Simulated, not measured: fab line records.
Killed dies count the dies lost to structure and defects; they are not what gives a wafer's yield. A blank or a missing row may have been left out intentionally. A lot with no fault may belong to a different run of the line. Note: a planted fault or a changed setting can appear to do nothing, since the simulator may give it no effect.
Which tool did it?    flow gf180mcu    36 wafers from 12 lots sampled at 4 of the route's 602 steps

WHAT EACH GAUGE READ, for each wafer
GF_NWELL_OVL_MEAS_07.
lot   measured     on          NWELL_OVL (nm)
L416  day 3 07:33  overlay-01  -2.5 -3.5 -1.6
L417  day 3 12:42  overlay-01  0.3 2.2 0.6
L419  day 3 22:53  overlay-02  -1.3 -1.0 0.6
L420  day 4 05:29  overlay-02  1.7 2.3 3.0
L421  day 4 10:20  overlay-02  51.4 52.2 53.6
L422  day 4 16:48  overlay-02  51.6 50.9 50.5
L424  day 5 02:48  overlay-01  0.0 -0.2 0.1
L425  day 5 08:38  overlay-02  51.9 52.3 55.4
L428  day 5 23:32  overlay-02  52.7 52.5 54.2
L433  day 7 03:35  overlay-01  0.0 -0.2 1.8
L435  day 7 14:56  overlay-02  -0.2 -0.3 1.1
L436  day 7 20:08  overlay-01  2.2 1.6 3.7

GF_NWELL_TW_MEAS_11.
lot   measured     on             NWELL_TW
L416  day 3 08:01  film_metro-04  1559 1563 1560
L417  day 3 13:08  film_metro-01  1598 1598 1591
L419  day 3 23:19  film_metro-03  1578 1571 1569
L420  day 4 05:55  film_metro-03  1549 1550 1549
L421  day 4 10:46  film_metro-01  1607 1603 1610
L422  day 4 17:14  film_metro-04  1558 1557 1558
L424  day 5 03:14  film_metro-04  1567 1578 1570
L425  day 5 09:04  film_metro-04  1569 1574 1571
L428  day 5 23:59  film_metro-01  1600 1605 1605
L433  day 7 04:01  film_metro-01  1609 1601 1603
L435  day 7 15:22  film_metro-04  1575 1575 1578
L436  day 7 20:34  film_metro-01  1599 1603 1597

EACH LOT AND THE TOOL THAT RAN IT (in order: tool; ch and the chambers of the sampled wafers; start)
lot   GF_STI_ETCH_13                     GF_NWELL_EXPOSE_04
L416  rie_diel-03 ch 1,2,3, day 2 00:58  iline_stepper-01 ch 0, day 3 01:30
L417  rie_diel-01 ch 0,3, day 2 06:30    iline_stepper-01 ch 0, day 3 06:08
L419  rie_diel-03 ch 0,3, day 2 17:40    iline_stepper-01 ch 0, day 3 16:59
L420  rie_diel-03 ch 0,2,3, day 2 22:22  iline_stepper-02 ch 0, day 3 22:39
L421  rie_diel-02 ch 0,2, day 3 02:52    iline_stepper-01 ch 0, day 4 03:25
L422  rie_diel-02 ch 0,1, day 3 09:05    iline_stepper-01 ch 0, day 4 09:59
L424  rie_diel-02 ch 0,1,2, day 3 18:53  iline_stepper-02 ch 0, day 4 20:08
L425  rie_diel-03 ch 2,3, day 3 23:19    iline_stepper-01 ch 0, day 5 01:07
L428  rie_diel-03 ch 0,1,2, day 4 14:59  iline_stepper-01 ch 0, day 5 16:44
L433  rie_diel-03 ch 1,2,3, day 5 17:13  iline_stepper-02 ch 0, day 6 20:22
L435  rie_diel-02 ch 0,1,3, day 6 03:51  iline_stepper-02 ch 0, day 7 07:08
L436  rie_diel-03 ch 0,2, day 6 08:30    iline_stepper-02 ch 0, day 7 12:18
- GF_STI_ETCH_13: etches the open film in CHF3/O2, stops on Si, target depth 282.31 nm, time 112.9 s.
- GF_NWELL_EXPOSE_04: exposes mask Nwell, target cd 860 nm.

AS READ BY THE TOOLS THEMSELVES (means over the sampled wafers that have a number; for cases with no such wafer, the mark the record gives instead)
GF_STI_ETCH_13.
lot   tool         chf3_flow_sccm (sccm)  drypump_motor_current_A (A)  oes_product_au (a.u.)  throttle_valve_pct (%)
L416  rie_diel-03  49.97                  5.8                          0.830                  8.807
L417  rie_diel-01  50.00                  6.0                          0.832                  8.808
L419  rie_diel-03  49.93                  6.1                          0.826                  8.810
L420  rie_diel-03  49.88                  5.9                          0.834                  8.806
L421  rie_diel-02  49.90                  5.5                          0.826                  8.801
L422  rie_diel-02  49.93                  5.6                          0.824                  8.816
L424  rie_diel-02  49.92                  5.6                          0.828                  8.820
L425  rie_diel-03  49.84                  5.7                          0.831                  8.801
L428  rie_diel-03  49.96                  5.8                          0.829                  8.806
L433  rie_diel-03  49.97                  5.9                          0.838                  8.818
L435  rie_diel-02  50.08                  5.4                          0.826                  8.813
L436  rie_diel-03  50.05                  5.6                          0.826                  8.809

GF_NWELL_EXPOSE_04.
lot   tool              exposure_dose_mJ_cm2
L416  iline_stepper-01  259.99
L417  iline_stepper-01  259.84
L419  iline_stepper-01  260.14
L420  iline_stepper-02  260.33
L421  iline_stepper-01  260.24
L422  iline_stepper-01  260.16
L424  iline_stepper-02  259.83
L425  iline_stepper-01  259.88
L428  iline_stepper-01  259.91
L433  iline_stepper-02  259.73
L435  iline_stepper-02  260.27
L436  iline_stepper-02  259.93

THE ANSWER, worked out from the rows above alone
Rule: usual is defined by the lots themselves. The widest of any qualifying gaps counts: lots, ordered by their means at a reading, are off when they make up no more than a third of the lots, leave a main group of 4 or more, and stand apart from it by 3 or more times the standard deviation of that group's means. A main group whose means are all the same, to the digits that the tables above print for the reading, isn't used. Also off: a lot with no number at a reading for which 4 or more lots have one. All remaining lots with rows at the step are treated as sound. Order of review: gauges by route order, followed by the tools' own readings, for which a lot's mean as printed above is used. The first step at which some lot is off is used, and at that step the reading that is off furthest; a lot without a number counts as furthest.
Off: L421, L422, L425, L428, seen at GF_NWELL_OVL_MEAS_07 (NWELL_OVL). For the main group the mean is 0.4 nm and the standard deviation 1.5.
A tool fits if, at a process step before that reading, it ran every lot that is off, and no sound lot after the first of them. Those tools and the gauges at GF_NWELL_OVL_MEAS_07 are tried in the same way. One fits: GF_NWELL_EXPOSE_04 on iline_stepper-01. Its last sound lot is L419 (day 3 16:59), its first lot that is off L421 (day 4 03:25): a fault that began between those two fits.

WHAT THE SIMULATOR PUT IN
Scanner matching overlay: iline_stepper-01, from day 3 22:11 on, at GF_NWELL_EXPOSE_04. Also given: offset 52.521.
Struck lots among those shown: L421, L422, L425, L428. This agrees with what the rule above found.
